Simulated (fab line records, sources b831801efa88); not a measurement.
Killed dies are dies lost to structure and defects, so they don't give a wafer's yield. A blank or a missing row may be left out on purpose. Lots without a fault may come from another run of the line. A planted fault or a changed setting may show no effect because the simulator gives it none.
fab line records | flow gf180mcu
record lots=24 wafers=72 last_day=35
route steps=602 shown DUAL_GATE@144 POLY_GATE@167 HV_LDD@183 SAB@273
lots that met no fault: from a run of the same line without faults
start_h: hours from the record's first day to the start of the lot's first wafer shown | wait_h: hours since the lot's step before | " the same as in the row above | L1.1+2: a row that stands for several wafers | - no value, or no start given | * or withheld: withheld | < > ~ a bound
route shown NAME@n: a module of which the file shows steps, and the number in the route of the first | usual: mean/standard deviation of fault-free wafers | same: alike in all rows | chamber/n: place in a boat | sites: the reading at each site | _std_site: their standard deviation | _edge_site: outer sites' mean less inner sites' | radius_mm: how far each site lies from the wafer's centre | mask NAME#n: copy n | behind: the tool/chamber that last shaped the wafer | hold: why the lot was held/for how many hours/how that ended | device: the transistor (n, p or np) that didn't switch | end of line: the same wafers' tests at the end of the route | a step without rows: its recipe alone | killed: dies lost to structure and defects at the first sort, not the wafer's yield | map: a wafer's dies, x killed, . not, _ none there
set.NAME: the setting as run; set.NAME@STEP: as run at that earlier step | model.NAME: the simulator's own value behind a step, which no gauge read
steps of the route over a sample of lots; a table a step, a row a wafer
## steps
# step GF_DUAL_GATE_THK_MEAS_03
# recipe reads=SiO2_of_DUAL_GATE_OXIDATION_02
# usual DUAL_GATE_OXIDATION_00_THK=10.82/0.19
# columns lot.wafer tool chamber start_h wait_h DUAL_GATE_OXIDATION_00_THK[nm]
L074.1 film_metro-01 - 168.42 0.0 10.82
L074.2 " - " " 10.69
L074.4 " - " " 10.75
L075.1 film_metro-01 - 175.44 0.0 10.79
L075.5 " - " " 10.83
L075.6 " - " " 10.60
L076.1 film_metro-03 - 180.76 0.0 11.09
L076.3 " - " " 11.00
L076.6 " - " " 11.07
L077.2 film_metro-01 - 187.60 0.0 10.39
L077.3 " - " " 10.32
L077.4 " - " " 10.56
L078.1 film_metro-03 - 194.47 0.0 10.80
L078.2 " - " " 10.55
L078.3 " - " " 10.63
L079.1 film_metro-03 - 202.30 0.0 10.87
L079.4 " - " " 10.84
L079.5 " - " " 10.67
L080.1 film_metro-01 - 207.96 0.0 11.00
L080.3 " - " " 10.95
L080.4 " - " " 11.04
L081.2 film_metro-04 - 214.58 0.0 10.73
L081.3 " - " " 10.72
L081.5 " - " " 10.47
L082.1 film_metro-03 - 223.61 0.0 10.91
L082.2 " - " " 11.00
L082.4 " - " " 10.92
L083.1 film_metro-04 - 230.42 0.0 10.73
L083.5 " - " " 10.85
L083.6 " - " " 10.64
L084.4 film_metro-03 - 231.40 0.0 11.03
L084.5 " - " " 11.10
L084.6 " - " " 10.98
L085.1 film_metro-01 - 244.35 0.0 11.01
L085.2 " - " " 11.08
L085.6 " - " " 10.93
L086.3 film_metro-04 - 248.23 0.0 11.00
L086.4 " - " " 11.09
L086.6 " - " " 10.80
L087.1 film_metro-03 - 255.06 0.0 11.14
L087.4 " - " " 11.02
L087.6 " - " " 11.08
L088.2 film_metro-03 - 264.35 0.0 10.87
L088.4 " - " " 10.68
L088.6 " - " " 10.80
L089.2 film_metro-01 - 271.17 0.0 10.59
L089.3 " - " " 10.79
L089.4 " - " " 10.65
L090.3 film_metro-04 - 274.79 0.0 10.63
L090.4 " - " " 10.67
L090.5 " - " " 10.63
L091.1 film_metro-04 - 282.96 0.0 10.76
L091.5 " - " " 10.88
L091.6 " - " " 10.80
L092.1 film_metro-04 - 292.43 0.0 10.74
L092.2 " - " " 10.87
L092.5 " - " " 10.96
L093.2 film_metro-01 - 296.69 0.0 10.85
L093.4 " - " " 10.54
L093.6 " - " " 10.72
L094.1 film_metro-03 - 302.22 0.0 10.87
L094.5 " - " " 11.15
L094.6 " - " " 10.81
L095.1 film_metro-04 - 308.17 0.0 10.94
L095.3 " - " " 10.93
L095.4 " - " " 10.64
L096.1 film_metro-04 - 316.28 0.0 10.71
L096.5 " - " " 10.44
L096.6 " - " " 10.73
L097.1 film_metro-04 - 321.79 0.0 11.06
L097.2 " - " " 11.16
L097.4 " - " " 11.06
# step GF_DUAL_GATE_OVL_MEAS_11
# usual DUAL_GATE_OVL=-0.7/1.5
# columns lot.wafer tool chamber start_h wait_h DUAL_GATE_OVL[nm]
L074.1 overlay-01 - 185.58 0.1 1.5
L074.2 " - " " 0.2
L074.4 " - " " -0.4
L075.1 overlay-01 - 193.31 0.1 -1.9
L075.5 " - " " 1.0
L075.6 " - " " -0.2
L076.1 overlay-01 - 197.98 0.1 0.5
L076.3 " - " " -1.4
L076.6 " - " " -1.3
L077.2 overlay-01 - 205.02 0.1 0.8
L077.3 " - " " 4.1
L077.4 " - " " 1.3
L078.1 overlay-02 - 212.50 0.1 -1.6
L078.2 " - " " -2.2
L078.3 " - " " -2.3
L079.1 overlay-01 - 220.26 0.1 0.6
L079.4 " - " " -0.1
L079.5 " - " " 0.5
L080.1 overlay-02 - 225.85 0.1 -1.2
L080.3 " - " " -0.9
L080.4 " - " " -0.9
L081.2 overlay-02 - 232.15 0.1 -2.5
L081.3 " - " " -2.8
L081.5 " - " " -3.0
L082.1 overlay-02 - 242.23 0.1 -0.4
L082.2 " - " " -0.1
L082.4 " - " " -0.3
L083.1 overlay-02 - 249.30 0.1 0.0
L083.5 " - " " 1.2
L083.6 " - " " -1.1
L084.4 overlay-02 - 250.28 0.1 -1.7
L084.5 " - " " -2.6
L084.6 " - " " -0.9
L085.1 overlay-01 - 263.61 0.1 -2.1
L085.2 " - " " -1.5
L085.6 " - " " -1.6
L086.3 overlay-02 - 267.91 0.1 0.1
L086.4 " - " " -4.0
L086.6 " - " " -0.2
L087.1 overlay-02 - 274.45 0.1 0.3
L087.4 " - " " -1.5
L087.6 " - " " -0.8
L088.2 overlay-02 - 283.61 0.1 -1.3
L088.4 " - " " -2.4
L088.6 " - " " 0.2
L089.2 overlay-01 - 291.34 0.1 0.2
L089.3 " - " " 1.4
L089.4 " - " " 1.9
L090.3 overlay-02 - 294.67 0.1 -1.0
L090.4 " - " " -2.1
L090.5 " - " " -2.3
L091.1 overlay-02 - 303.38 0.1 -1.8
L091.5 " - " " -1.2
L091.6 " - " " -2.7
L092.1 overlay-01 - 312.75 0.1 0.1
L092.2 " - " " 1.6
L092.5 " - " " -1.5
L093.2 overlay-01 - 317.36 0.1 -0.7
L093.4 " - " " 0.8
L093.6 " - " " 1.6
L094.1 overlay-01 - 323.18 0.1 0.4
L094.5 " - " " -4.0
L094.6 " - " " -2.7
L095.1 overlay-02 - 329.43 0.1 0.0
L095.3 " - " " 1.4
L095.4 " - " " -0.8
L096.1 overlay-02 - 337.88 0.1 -4.0
L096.5 " - " " -3.3
L096.6 " - " " -1.0
L097.1 overlay-01 - 344.24 0.1 -0.8
L097.2 " - " " -0.2
L097.4 " - " " -2.1
# step GF_POLY_GATE_CD_MEAS_10
# recipe target_cd_nm=280
# usual cd_nm=280.1/1.2
# columns lot.wafer tool chamber start_h wait_h cd_nm
L074.1 cd_sem-02 - 207.85 0.1 279.7
L074.2 " - " " 280.8
L074.4 " - " " 279.7
L075.1 cd_sem-02 - 214.13 0.2 279.5
L075.5 " - " " 279.4
L075.6 " - " " 278.5
L076.1 cd_sem-01 - 220.95 0.1 281.5
L076.3 " - " " 281.1
L076.6 " - " " 280.8
L077.2 cd_sem-02 - 227.53 0.1 280.6
L077.3 " - " " 280.8
L077.4 " - " " 280.3
L078.1 cd_sem-02 - 234.90 0.1 279.5
L078.2 " - " " 280.2
L078.3 " - " " 280.7
L079.1 cd_sem-01 - 242.85 0.1 281.5
L079.4 " - " " 282.8
L079.5 " - " " 282.7
L080.1 cd_sem-01 - 248.50 0.1 278.8
L080.3 " - " " 282.4
L080.4 " - " " 280.8
L081.2 cd_sem-01 - 254.12 0.1 279.7
L081.3 " - " " 279.6
L081.5 " - " " 280.6
L082.1 cd_sem-02 - 264.45 0.1 281.3
L082.2 " - " " 280.3
L082.4 " - " " 280.7
L083.1 cd_sem-01 - 272.46 0.1 280.0
L083.5 " - " " 280.7
L083.6 " - " " 280.2
L084.4 cd_sem-01 - 274.21 0.1 280.3
L084.5 " - " " 280.0
L084.6 " - " " 279.7
L085.1 cd_sem-01 - 288.70 0.1 278.5
L085.2 " - " " 278.2
L085.6 " - " " 277.7
L086.3 cd_sem-02 - 292.15 0.1 278.8
L086.4 " - " " 278.6
L086.6 " - " " 280.1
L087.1 cd_sem-02 - 298.25 0.1 279.6
L087.4 " - " " 280.5
L087.6 " - " " 280.9
L088.2 cd_sem-02 - 307.48 0.1 281.4
L088.4 " - " " 279.8
L088.6 " - " " 281.5
L089.2 cd_sem-01 - 315.83 0.1 278.9
L089.3 " - " " 279.7
L089.4 " - " " 279.1
L090.3 cd_sem-01 - 320.50 0.1 279.4
L090.4 " - " " 279.2
L090.5 " - " " 279.7
L091.1 cd_sem-02 - 328.20 0.1 278.1
L091.5 " - " " 278.9
L091.6 " - " " 277.5
L092.1 cd_sem-01 - 338.01 0.1 281.3
L092.2 " - " " 279.9
L092.5 " - " " 281.1
L093.2 cd_sem-01 - 342.82 0.1 279.2
L093.4 " - " " 280.2
L093.6 " - " " 280.1
L094.1 cd_sem-02 - 347.95 0.1 281.4
L094.5 " - " " 281.0
L094.6 " - " " 280.6
L095.1 cd_sem-01 - 354.29 0.1 282.2
L095.3 " - " " 280.5
L095.4 " - " " 280.7
L096.1 cd_sem-01 - 363.41 0.1 278.7
L096.5 " - " " 278.9
L096.6 " - " " 280.0
L097.1 cd_sem-01 - 370.66 0.1 280.1
L097.2 " - " " 279.7
L097.4 " - " " 278.1
# step GF_HV_LDD_CD_MEAS_07
# recipe target_cd_nm=400
# usual cd_nm=400.2/1.9
# columns lot.wafer tool chamber start_h wait_h cd_nm
L074.1 cd_sem-02 - 229.05 0.1 401.3
L074.2 " - " " 403.8
L074.4 " - " " 399.1
L075.1 cd_sem-02 - 234.45 0.1 402.0
L075.5 " - " " 400.8
L075.6 " - " " 398.2
L076.1 cd_sem-01 - 242.53 0.1 403.3
L076.3 " - " " 402.1
L076.6 " - " " 402.1
L077.2 cd_sem-02 - 248.65 0.1 399.3
L077.3 " - " " 396.6
L077.4 " - " " 399.8
L078.1 cd_sem-01 - 255.93 0.1 398.7
L078.2 " - " " 399.5
L078.3 " - " " 399.6
L079.1 cd_sem-01 - 264.78 0.1 399.2
L079.4 " - " " 398.0
L079.5 " - " " 399.8
L080.1 cd_sem-01 - 270.35 0.1 399.6
L080.3 " - " " 399.2
L080.4 " - " " 402.1
L081.2 cd_sem-02 - 276.02 0.1 403.1
L081.3 " - " " 402.7
L081.5 " - " " 404.4
L082.1 cd_sem-02 - 285.75 0.1 399.2
L082.2 " - " " 398.2
L082.4 " - " " 399.1
L083.1 cd_sem-02 - 294.30 0.1 400.3
L083.5 " - " " 400.2
L083.6 " - " " 401.7
L084.4 cd_sem-01 - 296.79 0.1 399.5
L084.5 " - " " 400.9
L084.6 " - " " 399.3
L085.1 cd_sem-01 - 311.35 0.1 401.7
L085.2 " - " " 400.6
L085.6 " - " " 398.3
L086.3 cd_sem-02 - 316.24 0.1 397.5
L086.4 " - " " 396.7
L086.6 " - " " 398.4
L087.1 cd_sem-01 - 321.45 0.1 401.1
L087.4 " - " " 399.8
L087.6 " - " " 401.8
L088.2 cd_sem-02 - 331.17 0.1 397.3
L088.4 " - " " 397.4
L088.6 " - " " 398.4
L089.2 cd_sem-02 - 339.82 0.1 405.0
L089.3 " - " " 403.9
L089.4 " - " " 403.1
L090.3 cd_sem-02 - 345.18 0.1 402.4
L090.4 " - " " 402.7
L090.5 " - " " 403.1
L091.1 cd_sem-01 - 352.10 0.1 399.1
L091.5 " - " " 398.7
L091.6 " - " " 399.6
L092.1 cd_sem-02 - 362.85 0.1 402.5
L092.2 " - " " 401.8
L092.5 " - " " 403.2
L093.2 cd_sem-02 - 367.21 0.1 402.6
L093.4 " - " " 402.9
L093.6 " - " " 400.2
L094.1 cd_sem-01 - 372.48 0.1 398.7
L094.5 " - " " 398.0
L094.6 " - " " 397.8
L095.1 cd_sem-02 - 378.83 0.1 398.5
L095.3 " - " " 397.5
L095.4 " - " " 396.6
L096.1 cd_sem-02 - 387.75 0.1 399.7
L096.5 " - " " 398.9
L096.6 " - " " 400.3
L097.1 cd_sem-02 - 397.20 0.1 397.7
L097.2 " - " " 400.8
L097.4 " - " " 401.3
# step GF_HV_LDD_THK_MEAS_57
# recipe reads=Si3N4_of_HV_LDD_CVD_56
# usual HV_LDD_CVD_56_THK=90.0/0.76
# columns lot.wafer tool chamber start_h wait_h HV_LDD_CVD_56_THK[nm]
L074.1 film_metro-04 - 293.64 0.0 90.7
L074.2 " - " " 91.1
L074.4 " - " " 90.2
L075.1 film_metro-04 - 298.33 0.0 90.6
L075.5 " - " " 90.2
L075.6 " - " " 90.3
L076.1 film_metro-02 - 307.17 0.0 91.2
L076.3 " - " " 91.1
L076.6 " - " " 90.8
L077.2 film_metro-02 - 315.15 0.0 90.8
L077.3 " - " " 90.9
L077.4 " - " " 91.2
L078.1 film_metro-03 - 320.55 0.0 89.5
L078.2 " - " " 89.8
L078.3 " - " " 89.5
L079.1 film_metro-03 - 331.81 0.0 88.8
L079.4 " - " " 88.7
L079.5 " - " " 88.8
L080.1 film_metro-02 - 337.87 0.0 91.0
L080.3 " - " " 90.2
L080.4 " - " " 90.9
L081.2 film_metro-04 - 343.57 0.0 90.5
L081.3 " - " " 89.9
L081.5 " - " " 89.8
L082.1 film_metro-03 - 354.99 0.0 91.0
L082.2 " - " " 91.0
L082.4 " - " " 91.2
L083.1 film_metro-02 - 362.66 0.0 89.5
L083.5 " - " " 89.8
L083.6 " - " " 90.1
L084.4 film_metro-03 - 366.04 0.0 89.1
L084.5 " - " " 89.8
L084.6 " - " " 89.7
L085.1 film_metro-04 - 382.94 0.0 90.4
L085.2 " - " " 90.6
L085.6 " - " " 90.8
L086.3 film_metro-04 - 387.78 0.0 90.4
L086.4 " - " " 89.7
L086.6 " - " " 90.5
L087.1 film_metro-03 - 394.84 0.0 90.5
L087.4 " - " " 89.6
L087.6 " - " " 89.6
L088.2 film_metro-03 - 403.32 0.0 89.4
L088.4 " - " " 89.2
L088.6 " - " " 88.9
L089.2 film_metro-02 - 413.60 0.0 88.7
L089.3 " - " " 89.1
L089.4 " - " " 89.4
L090.3 film_metro-04 - 420.81 0.0 89.4
L090.4 " - " " 89.1
L090.5 " - " " 89.4
L091.1 film_metro-03 - 427.31 0.0 89.7
L091.5 " - " " 90.7
L091.6 " - " " 90.3
L092.1 film_metro-03 - 437.90 0.0 90.1
L092.2 " - " " 89.6
L092.5 " - " " 90.1
L093.2 film_metro-04 - 444.95 0.0 89.7
L093.4 " - " " 89.0
L093.6 " - " " 89.1
L094.1 film_metro-04 - 449.82 0.0 89.2
L094.5 " - " " 89.5
L094.6 " - " " 89.2
L095.1 film_metro-04 - 457.26 0.0 89.6
L095.3 " - " " 89.9
L095.4 " - " " 89.8
L096.1 film_metro-02 - 464.82 0.0 91.0
L096.5 " - " " 90.7
L096.6 " - " " 90.7
L097.1 film_metro-03 - 474.71 0.0 89.8
L097.2 " - " " 89.9
L097.4 " - " " 89.3
# step GF_SAB_CD_MEAS_09
# recipe target_cd_nm=420
# usual cd_nm=420.5/2.1
# columns lot.wafer tool chamber start_h wait_h cd_nm
L074.1 cd_sem-02 - 358.66 0.1 418.5
L074.2 " - " " 419.0
L074.4 " - " " 419.0
L075.1 cd_sem-02 - 364.75 0.1 419.6
L075.5 " - " " 420.6
L075.6 " - " " 418.2
L076.1 cd_sem-01 - 374.16 0.1 421.8
L076.3 " - " " 423.6
L076.6 " - " " 420.5
L077.2 cd_sem-02 - 382.18 0.1 421.0
L077.3 " - " " 420.2
L077.4 " - " " 418.2
L078.1 cd_sem-02 - 388.05 0.1 420.8
L078.2 " - " " 419.8
L078.3 " - " " 422.5
L079.1 cd_sem-02 - 402.79 0.1 422.1
L079.4 " - " " 422.5
L079.5 " - " " 423.3
L080.1 cd_sem-01 - 408.21 0.1 424.8
L080.3 " - " " 422.4
L080.4 " - " " 421.3
L081.2 cd_sem-01 - 414.26 0.1 418.7
L081.3 " - " " 420.5
L081.5 " - " " 419.7
L082.1 cd_sem-01 - 428.21 0.1 420.2
L082.2 " - " " 421.5
L082.4 " - " " 420.4
L083.1 cd_sem-01 - 435.09 0.1 418.8
L083.5 " - " " 421.0
L083.6 " - " " 420.0
L084.4 cd_sem-02 - 438.25 0.1 417.3
L084.5 " - " " 415.2
L084.6 " - " " 415.5
L085.1 cd_sem-02 - 456.29 0.1 419.3
L085.2 " - " " 420.3
L085.6 " - " " 415.2
L086.3 cd_sem-01 - 461.54 0.1 419.3
L086.4 " - " " 418.5
L086.6 " - " " 419.8
L087.1 cd_sem-02 - 469.70 0.1 422.0
L087.4 " - " " 423.9
L087.6 " - " " 421.7
L088.2 cd_sem-01 - 478.52 0.1 424.7
L088.4 " - " " 424.8
L088.6 " - " " 422.0
L089.2 cd_sem-01 - 488.22 0.1 422.6
L089.3 " - " " 425.2
L089.4 " - " " 423.8
L090.3 cd_sem-01 - 495.69 0.1 419.6
L090.4 " - " " 418.3
L090.5 " - " " 417.1
L091.1 cd_sem-01 - 502.79 0.1 421.3
L091.5 " - " " 420.2
L091.6 " - " " 420.9
L092.1 cd_sem-01 - 511.65 0.2 420.3
L092.2 " - " " 418.5
L092.5 " - " " 420.0
L093.2 cd_sem-02 - 519.92 0.1 423.1
L093.4 " - " " 420.8
L093.6 " - " " 421.6
L094.1 cd_sem-02 - 522.35 0.1 422.5
L094.5 " - " " 423.3
L094.6 " - " " 424.0
L095.1 cd_sem-02 - 531.34 0.1 421.1
L095.3 " - " " 420.3
L095.4 " - " " 420.4
L096.1 cd_sem-01 - 538.74 0.1 417.2
L096.5 " - " " 418.0
L096.6 " - " " 418.5
L097.1 cd_sem-02 - 547.25 0.1 421.0
L097.2 " - " " 421.2
L097.4 " - " " 420.5
## key
fault none
